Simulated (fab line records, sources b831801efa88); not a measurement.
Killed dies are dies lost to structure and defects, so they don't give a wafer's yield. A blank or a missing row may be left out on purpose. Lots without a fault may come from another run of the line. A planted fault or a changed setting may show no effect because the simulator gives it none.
A struck lot beside a sound one | flow sky130 | 17 steps out of a route of 708
Sound: wafers L481.4, L481.5, L481.6. Struck: wafers L485.2, L485.4, L485.5. The cause comes at the end.
At each step with rows: each side's tool, then ch and its chambers, then its first start. Under that, the readings that differ: sound wafers | struck wafers | difference of the means | sigmas: that difference in standard deviations of wafers without a fault.
alike: readings whose means differ by less than 2 such deviations, and words and numbers that are the same on both sides. not compared: withheld readings, readings that some wafer has no value for, bounds like >300 that may hide the same value, and numbers for which the record gives no deviation and whose values overlap.
The two part at a step that has a row with sigmas, a row that says differs or no value, or rows on one side only. Numbers that don't overlap but have no deviation are shown without sigmas and don't part them. A reading that every wafer of one side lacks parts them only if that side has two wafers or more.

SKY_LDD_HVP_STRIP_09: strips in O2/N2.
  sound on plasma_asher-04 ch 0,1, day 25 20:13; struck on plasma_asher-04 ch 0,1, day 26 12:05
  alike: drypump_motor_current_A, oes_product_au, strip_time_to_endpoint_s
  not compared: rf_hours_counter_h
SKY_LDD_HVP_TW_MEAS_10:
  sound on film_metro-01, day 25 20:19; struck on film_metro-01, day 26 12:11
  alike: LDD_HVP_TW
then, 7 steps without rows for these wafers: SKY_LDD_LDN_DEHYDRATE_00 (time 60 s); SKY_LDD_LDN_HMDS_01 (prime time 60 s); SKY_LDD_LDN_COAT_02 (resist thk 1140 nm); SKY_LDD_LDN_SOFTBAKE_03 (time 60 s); SKY_LDD_LDN_EXPOSE_04 (exposes mask LDNTM, target cd 700 nm); SKY_LDD_LDN_PEB_05; SKY_LDD_LDN_DEVELOP_06 (develop time 60 s).
SKY_LDD_LDN_OVL_MEAS_07:
  sound on overlay-02, day 27 02:11; struck on overlay-02, day 27 17:23
  alike: LDD_LDN_OVL
then, 2 steps without rows for these wafers: SKY_LDD_LDN_IMPLANT_08; SKY_LDD_LDN_IMPLANT_09.
SKY_LDD_LDN_IMPLANT_10:
  sound on implanter-03 ch 0, day 27 02:35; struck on implanter-01, day 27 17:44
  no value came back on the struck wafers for beam_energy_keV, beam_on_s (s); on the sound wafers beam_energy_keV reads 14.998 15.002 15.006
then, 1 step without rows for these wafers: SKY_LDD_LDN_IMPLANT_11.
SKY_LDD_LDN_STRIP_12: strips in O2/N2.
  sound on plasma_asher-04 ch 0,1, day 27 02:50; struck on plasma_asher-02 ch 0, day 27 18:01
  alike: drypump_motor_current_A, oes_product_au, strip_time_to_endpoint_s
  not compared: rf_hours_counter_h
SKY_LDD_LDN_TW_MEAS_13:
  sound on film_metro-01, day 27 02:56; struck on film_metro-04, day 27 18:07
  reading    | sound          | struck         | difference | sigmas
  LDD_LDN_TW | 1495 1501 1497 | 1350 1346 1338 | -153       | -12
then, 1 step without rows for these wafers: SKY_LDD_LDN_CLEAN_14 (cleans in SC1/SC2, time 150 s).

WHERE THEY PART
First at SKY_LDD_LDN_IMPLANT_10; last, within this record, at SKY_LDD_LDN_TW_MEAS_13.

WHY: what the simulator had put in
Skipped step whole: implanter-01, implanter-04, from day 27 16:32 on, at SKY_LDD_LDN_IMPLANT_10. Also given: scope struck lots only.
